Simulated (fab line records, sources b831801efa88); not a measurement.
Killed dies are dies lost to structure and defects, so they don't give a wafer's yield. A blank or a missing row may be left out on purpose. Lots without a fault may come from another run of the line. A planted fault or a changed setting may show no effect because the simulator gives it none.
Which tool did it? | flow sky130 | 24 lots, 72 wafers sampled, at 6 steps of a route of 708

WHAT THE GAUGES READ, wafer by wafer
SKY_VIA1_OVL_MEAS_13. Usual: VIA1_OVL 0 nm, standard deviation 4.5.
lot  | measured     | on         | VIA1_OVL (nm) | flag
L074 | day 34 06:47 | overlay-02 | -4 3 8        |
L075 | day 34 08:05 | overlay-02 | 4 -1 0        |
L076 | day 34 10:50 | overlay-01 | -1 9 0        |
L077 | day 34 22:32 | overlay-02 | 1 1 -2        |
L078 | day 35 06:23 | overlay-01 | 3 1 -5        |
L079 | day 35 12:55 | overlay-01 | -3 -5 -6      |
L080 | day 35 18:15 | overlay-02 | -3 3 5        |
L081 | day 36 05:02 | overlay-02 | 2 2 -9        |
L082 | day 36 12:53 | overlay-02 | 6 4 2         |
L083 | day 37 03:31 | overlay-02 | -3 1 5        |
L084 | day 37 03:32 | overlay-01 | 8 3 3         |
L085 | day 37 13:53 | overlay-02 | 4 1 5         |
L086 | day 37 19:20 | overlay-01 | 3 4 5         |
L087 | day 39 03:02 | overlay-02 | 7 3 7         |
L088 | day 39 03:59 | overlay-01 | 1 -1 2        |
L089 | day 39 04:20 | overlay-02 | -3 2 5        |
L090 | day 39 04:41 | overlay-01 | -6 0 -4       |
L091 | day 39 05:02 | overlay-01 | -1 -2 -10     |
L092 | day 39 07:47 | overlay-02 | 2 -1 12       |
L093 | day 39 11:02 | overlay-01 | 3 1 2         |
L094 | day 39 20:12 | overlay-01 | -8 3 -8       |
L095 | day 40 08:32 | overlay-02 | 7 5 7         |
L096 | day 40 19:08 | overlay-02 | -8 -8 -12     |
L097 | day 40 19:41 | overlay-01 | -4 0 -1       |

SKY_PASSIVATION_THK_MEAS_03. Usual: PASSIVATION_CVD_02_THK 541 nm, standard deviation 5.5.
lot  | measured     | on            | PASSIVATION_CVD_02_THK (nm) | flag
L074 | day 44 03:37 | film_metro-04 | 537 546 543                 |
L075 | day 44 07:16 | film_metro-01 | 536 537 542                 |
L076 | day 44 09:20 | film_metro-03 | 537 530 543                 |
L077 | day 44 18:28 | film_metro-01 | 539 540 548                 |
L078 | day 45 00:12 | film_metro-03 | 542 558 544                 |
L079 | day 45 07:51 | film_metro-03 | 545 553 544                 |
L080 | day 45 10:37 | film_metro-04 | 534 541 545                 |
L081 | day 45 18:22 | film_metro-04 | 534 544 550                 |
L082 | day 46 00:40 | film_metro-03 | 537 547 534                 |
L083 | day 46 12:20 | film_metro-01 | 541 535 535                 |
L084 | day 46 13:40 | film_metro-01 | 544 542 549                 |
L085 | day 46 21:12 | film_metro-04 | 540 548 546                 |
L086 | day 46 23:31 | film_metro-01 | 540 545 550                 |
L087 | day 48 01:21 | film_metro-01 | 539 544 548                 |
L088 | day 48 03:04 | film_metro-03 | 544 535 550                 |
L089 | day 48 04:02 | film_metro-04 | 537 529 539                 |
L090 | day 48 05:13 | film_metro-01 | 530 540 541                 |
L091 | day 48 05:27 | film_metro-03 | 535 534 542                 |
L092 | day 48 07:10 | film_metro-03 | 540 544 555                 |
L093 | day 48 09:41 | film_metro-03 | 541 548 538                 |
L094 | day 48 15:23 | film_metro-04 | 536 540 547                 |
L095 | day 49 02:58 | film_metro-03 | 542 536 551                 |
L096 | day 49 10:19 | film_metro-04 | 543 541 539                 |
L097 | day 49 10:12 | film_metro-01 | 539 541 543                 |

WHICH TOOL RAN EACH LOT (tool, then ch and the chambers of the sampled wafers, then the start)
lot  | SKY_METAL1_METAL_ETCH_19          | SKY_VIA2_ETCH_15                   | SKY_VIA2_CVD_21               | SKY_METAL3_STRIP_19
L074 | rie_metal-03 ch 1, day 33 02:46   | rie_diel-02 ch 0,1,3, day 36 13:40 | cvd_w-02 ch 0, day 36 14:23   | plasma_asher-02 ch 1, day 38 20:14
L075 | rie_metal-02 ch 0,1, day 33 04:19 | rie_diel-03 ch 1,2,3, day 36 16:28 | cvd_w-01 ch 0,1, day 36 17:11 | plasma_asher-01 ch 0,1, day 38 22:52
L076 | rie_metal-02 ch 0,1, day 33 07:43 | rie_diel-03 ch 0,2,3, day 36 18:49 | cvd_w-02 ch 0,1, day 36 19:32 | plasma_asher-03 ch 0,1, day 39 01:37
L077 | rie_metal-01 ch 0,1, day 33 19:19 | rie_diel-03 ch 0,2, day 37 06:29   | cvd_w-01 ch 1, day 37 07:13   | plasma_asher-02 ch 1, day 39 11:17
L078 | rie_metal-02 ch 0,1, day 34 01:49 | rie_diel-02 ch 0,1,3, day 37 14:05 | cvd_w-01 ch 0,1, day 37 14:48 | plasma_asher-02 ch 0,1, day 39 18:38
L079 | rie_metal-02 ch 0,1, day 34 09:18 | rie_diel-02 ch 0,1, day 37 20:41   | cvd_w-01 ch 0,1, day 37 21:27 | plasma_asher-01 ch 0,1, day 40 01:51
L080 | rie_metal-02 ch 0,1, day 34 15:01 | rie_diel-02 ch 0,1,3, day 38 01:53 | cvd_w-02 ch 0,1, day 38 02:35 | plasma_asher-03 ch 0,1, day 40 05:53
L081 | rie_metal-01 ch 1, day 35 01:11   | rie_diel-03 ch 0,3, day 38 12:28   | cvd_w-02 ch 0,1, day 38 13:13 | plasma_asher-01 ch 0,1, day 40 15:47
L082 | rie_metal-01 ch 1, day 35 09:24   | rie_diel-01 ch 0,2, day 38 19:40   | cvd_w-01 ch 0,1, day 38 20:25 | plasma_asher-03 ch 0,1, day 40 23:23
L083 | rie_metal-01 ch 0,1, day 35 23:17 | rie_diel-02 ch 2,3, day 39 08:32   | cvd_w-01 ch 0,1, day 39 09:17 | plasma_asher-03 ch 0,1, day 41 11:57
L084 | rie_metal-02 ch 0,1, day 35 23:46 | rie_diel-01 ch 0,1,2, day 39 08:37 | cvd_w-02 ch 0,1, day 39 09:20 | plasma_asher-01 ch 0,1, day 41 12:11
L085 | rie_metal-01 ch 0, day 36 10:29   | rie_diel-02 ch 0,2,3, day 39 19:37 | cvd_w-02 ch 0,1, day 39 20:20 | plasma_asher-03 ch 0,1, day 41 22:40
L086 | rie_metal-02 ch 0,1, day 36 16:10 | rie_diel-02 ch 0,3, day 40 00:16   | cvd_w-02 ch 0,1, day 40 00:59 | plasma_asher-01 ch 0,1, day 42 02:04
L087 | rie_metal-02 ch 0,1, day 38 00:22 | rie_diel-02 ch 2,3, day 41 07:19   | cvd_w-01 ch 0,1, day 41 08:02 | plasma_asher-01 ch 0,1, day 43 08:44
L088 | rie_metal-01 ch 0,1, day 38 01:37 | rie_diel-03 ch 0,2,3, day 41 08:23 | cvd_w-01 ch 0,1, day 41 09:06 | plasma_asher-02 ch 0,1, day 43 10:41
L089 | rie_metal-03 ch 0,1, day 38 01:43 | rie_diel-02 ch 0,3, day 41 08:44   | cvd_w-02 ch 0,1, day 41 09:32 | plasma_asher-03 ch 0,1, day 43 11:07
L090 | rie_metal-02 ch 0,1, day 38 02:34 | rie_diel-01 ch 0,1,2, day 41 09:04 | cvd_w-01 ch 0,1, day 41 09:46 | plasma_asher-02 ch 0, day 43 11:20
L091 | rie_metal-01 ch 1, day 38 03:16   | rie_diel-03 ch 1,3, day 41 09:25   | cvd_w-02 ch 0,1, day 41 10:11 | plasma_asher-01 ch 0,1, day 43 11:41
L092 | rie_metal-02 ch 0,1, day 38 05:28 | rie_diel-03 ch 0,2,3, day 41 12:16 | cvd_w-01 ch 0,1, day 41 13:04 | plasma_asher-02 ch 0,1, day 43 13:16
L093 | rie_metal-03 ch 0,1, day 38 08:37 | rie_diel-02 ch 0,2,3, day 41 14:55 | cvd_w-02 ch 0,1, day 41 15:38 | plasma_asher-03 ch 0,1, day 43 16:35
L094 | rie_metal-01 ch 0,1, day 38 18:25 | rie_diel-02 ch 1,2,3, day 41 23:59 | cvd_w-02 ch 0,1, day 42 00:45 | plasma_asher-02 ch 0, day 44 01:20
L095 | rie_metal-03 ch 0,1, day 39 06:07 | rie_diel-01 ch 0,2, day 42 12:46   | cvd_w-02 ch 0,1, day 42 13:29 | plasma_asher-02 ch 0,1, day 44 13:52
L096 | rie_metal-02 ch 0,1, day 39 17:16 | rie_diel-01 ch 0,2, day 42 20:55   | cvd_w-01 ch 0, day 42 21:37   | plasma_asher-03 ch 0,1, day 44 21:59
L097 | rie_metal-01 ch 0,1, day 39 18:13 | rie_diel-03 ch 0,1,2, day 42 22:52 | cvd_w-01 ch 1, day 42 23:35   | plasma_asher-02 ch 1, day 44 22:40
- SKY_METAL1_METAL_ETCH_19: etches the open film in Cl2/BCl3, stops on SiO2, target depth 360 nm, time 78 s.
- SKY_VIA2_ETCH_15: etches SiO2 in C4F8/O2/Ar, stops on TiN, target depth 546 nm, time 84 s.
- SKY_VIA2_CVD_21: deposits W, target thk 420 nm, time 126.4 s.
- SKY_METAL3_STRIP_19: strips in O2/N2.

WHAT THE TOOLS THEMSELVES READ (means of the sampled wafers that have a number; where no wafer has one, the mark that the record gives instead)
SKY_METAL1_METAL_ETCH_19. Usual: drypump_motor_current_A 6.0 A, standard deviation 0.37; oes_product_au 0.856 a.u., standard deviation 0.0049; throttle_valve_pct 22.264 %, standard deviation 0.0094.
lot  | tool         | drypump_motor_current_A (A) | oes_product_au (a.u.) | throttle_valve_pct (%) | flag
L074 | rie_metal-03 | 5.4                         | 0.859                 | 22.260                 |
L075 | rie_metal-02 | 5.7                         | 0.857                 | 22.272                 |
L076 | rie_metal-02 | 6.0                         | 0.859                 | 22.266                 |
L077 | rie_metal-01 | 6.3                         | 0.859                 | 22.262                 |
L078 | rie_metal-02 | 5.7                         | 0.854                 | 22.261                 |
L079 | rie_metal-02 | 5.7                         | 0.859                 | 22.264                 |
L080 | rie_metal-02 | 6.0                         | 0.857                 | 22.259                 |
L081 | rie_metal-01 | 6.2                         | 0.857                 | 22.271                 |
L082 | rie_metal-01 | 6.2                         | 0.855                 | 22.268                 |
L083 | rie_metal-01 | 6.3                         | 0.860                 | 22.270                 |
L084 | rie_metal-02 | 5.7                         | 0.859                 | 22.268                 |
L085 | rie_metal-01 | 6.4                         | 0.852                 | 22.276                 |
L086 | rie_metal-02 | 5.7                         | 0.858                 | 22.258                 |
L087 | rie_metal-02 | 5.7                         | 0.852                 | 22.270                 |
L088 | rie_metal-01 | 6.3                         | 0.860                 | 22.264                 |
L089 | rie_metal-03 | 5.5                         | 0.855                 | 22.256                 |
L090 | rie_metal-02 | 6.0                         | 0.861                 | 22.272                 |
L091 | rie_metal-01 | 6.2                         | 0.857                 | 22.263                 |
L092 | rie_metal-02 | 5.8                         | 0.855                 | 22.270                 |
L093 | rie_metal-03 | 5.5                         | 0.860                 | 22.269                 |
L094 | rie_metal-01 | 6.3                         | 0.859                 | 22.258                 |
L095 | rie_metal-03 | 5.5                         | 0.859                 | 22.261                 |
L096 | rie_metal-02 | 5.7                         | 0.850                 | 22.260                 |
L097 | rie_metal-01 | 6.3                         | 0.859                 | 22.270                 |

SKY_VIA2_ETCH_15. Usual: oes_product_au 0.939 a.u., standard deviation 0.0043.
lot  | tool        | oes_product_au (a.u.) | flag
L074 | rie_diel-02 | 0.939                 |
L075 | rie_diel-03 | 0.937                 |
L076 | rie_diel-03 | 0.939                 |
L077 | rie_diel-03 | 0.943                 |
L078 | rie_diel-02 | 0.941                 |
L079 | rie_diel-02 | 0.936                 |
L080 | rie_diel-02 | 0.939                 |
L081 | rie_diel-03 | 0.937                 |
L082 | rie_diel-01 | 0.943                 |
L083 | rie_diel-02 | 0.940                 |
L084 | rie_diel-01 | 0.938                 |
L085 | rie_diel-02 | 0.939                 |
L086 | rie_diel-02 | 0.936                 |
L087 | rie_diel-02 | 0.942                 |
L088 | rie_diel-03 | 0.944                 |
L089 | rie_diel-02 | 0.937                 |
L090 | rie_diel-01 | 0.939                 |
L091 | rie_diel-03 | 0.936                 |
L092 | rie_diel-03 | 0.942                 |
L093 | rie_diel-02 | 0.943                 |
L094 | rie_diel-02 | 0.940                 |
L095 | rie_diel-01 | 0.940                 |
L096 | rie_diel-01 | 0.942                 |
L097 | rie_diel-03 | 0.943                 |

SKY_VIA2_CVD_21. Usual: heater_power_w 823 W, standard deviation 51.
lot  | tool     | heater_power_w (W) | flag
L074 | cvd_w-02 | 885                |
L075 | cvd_w-01 | 813                |
L076 | cvd_w-02 | 808                |
L077 | cvd_w-01 | 829                |
L078 | cvd_w-01 | 811                |
L079 | cvd_w-01 | 798                |
L080 | cvd_w-02 | 826                |
L081 | cvd_w-02 | 841                |
L082 | cvd_w-01 | 817                |
L083 | cvd_w-01 | 830                |
L084 | cvd_w-02 | 814                |
L085 | cvd_w-02 | 810                |
L086 | cvd_w-02 | 851                |
L087 | cvd_w-01 | 808                |
L088 | cvd_w-01 | 809                |
L089 | cvd_w-02 | 811                |
L090 | cvd_w-01 | 825                |
L091 | cvd_w-02 | 821                |
L092 | cvd_w-01 | 828                |
L093 | cvd_w-02 | 860                |
L094 | cvd_w-02 | 867                |
L095 | cvd_w-02 | 811                |
L096 | cvd_w-01 | 788                |
L097 | cvd_w-01 | 845                |

SKY_METAL3_STRIP_19. Usual: drypump_motor_current_A 5.7 A, standard deviation 0.57; oes_product_au 0.504 a.u., standard deviation 0.0059; strip_time_to_endpoint_s 6.59 s, standard deviation 0.073.
lot  | tool            | drypump_motor_current_A (A) | oes_product_au (a.u.) | strip_time_to_endpoint_s (s) | flag
L074 | plasma_asher-02 | 6.5                         | 0.502                 | 6.52                         |
L075 | plasma_asher-01 | 5.8                         | 0.503                 | 6.52                         |
L076 | plasma_asher-03 | 5.6                         | 0.502                 | 6.57                         |
L077 | plasma_asher-02 | 6.4                         | 0.506                 | 6.58                         |
L078 | plasma_asher-02 | 5.5                         | 0.505                 | 6.59                         |
L079 | plasma_asher-01 | 5.8                         | 0.506                 | 6.57                         |
L080 | plasma_asher-03 | 5.6                         | 0.507                 | 6.70                         |
L081 | plasma_asher-01 | 5.8                         | 0.509                 | 6.64                         |
L082 | plasma_asher-03 | 5.6                         | 0.513                 | 6.68                         |
L083 | plasma_asher-03 | 5.9                         | 0.504                 | 6.58                         |
L084 | plasma_asher-01 | 5.8                         | 0.503                 | 6.56                         |
L085 | plasma_asher-03 | 5.9                         | 0.500                 | 6.48                         |
L086 | plasma_asher-01 | 5.8                         | 0.505                 | 6.60                         |
L087 | plasma_asher-01 | 5.5                         | 0.508                 | 6.61                         |
L088 | plasma_asher-02 | 5.5                         | 0.501                 | 6.61                         |
L089 | plasma_asher-03 | 5.9                         | 0.506                 | 6.56                         |
L090 | plasma_asher-02 | 5.1                         | 0.491                 | 6.44                         |
L091 | plasma_asher-01 | 5.8                         | 0.503                 | 6.62                         |
L092 | plasma_asher-02 | 5.5                         | 0.501                 | 6.52                         |
L093 | plasma_asher-03 | 5.9                         | 0.500                 | 6.54                         |
L094 | plasma_asher-02 | 5.1                         | 0.500                 | 6.57                         |
L095 | plasma_asher-02 | 6.0                         | 0.510                 | 6.72                         |
L096 | plasma_asher-03 | 5.6                         | 0.505                 | 6.61                         |
L097 | plasma_asher-02 | 6.4                         | 0.503                 | 6.55                         |

THE ANSWER, worked out from the rows above alone
Rule: a lot is off if the mean of its wafers that have a number lies more than 3 standard deviations from the usual mean. A lot without any number at a reading at which 4 lots or more have one is off too. The other lots that the step has rows for count as sound. The gauges are gone through in route order, then the tools' own readings, and for those a lot's mean is taken as printed above. The first step at which some lot is off is used, and at that step the reading that is off furthest; a lot without a number counts as furthest.
No lot is off at any reading shown: from this, nothing can be told.

WHAT THE SIMULATOR HAD PUT IN
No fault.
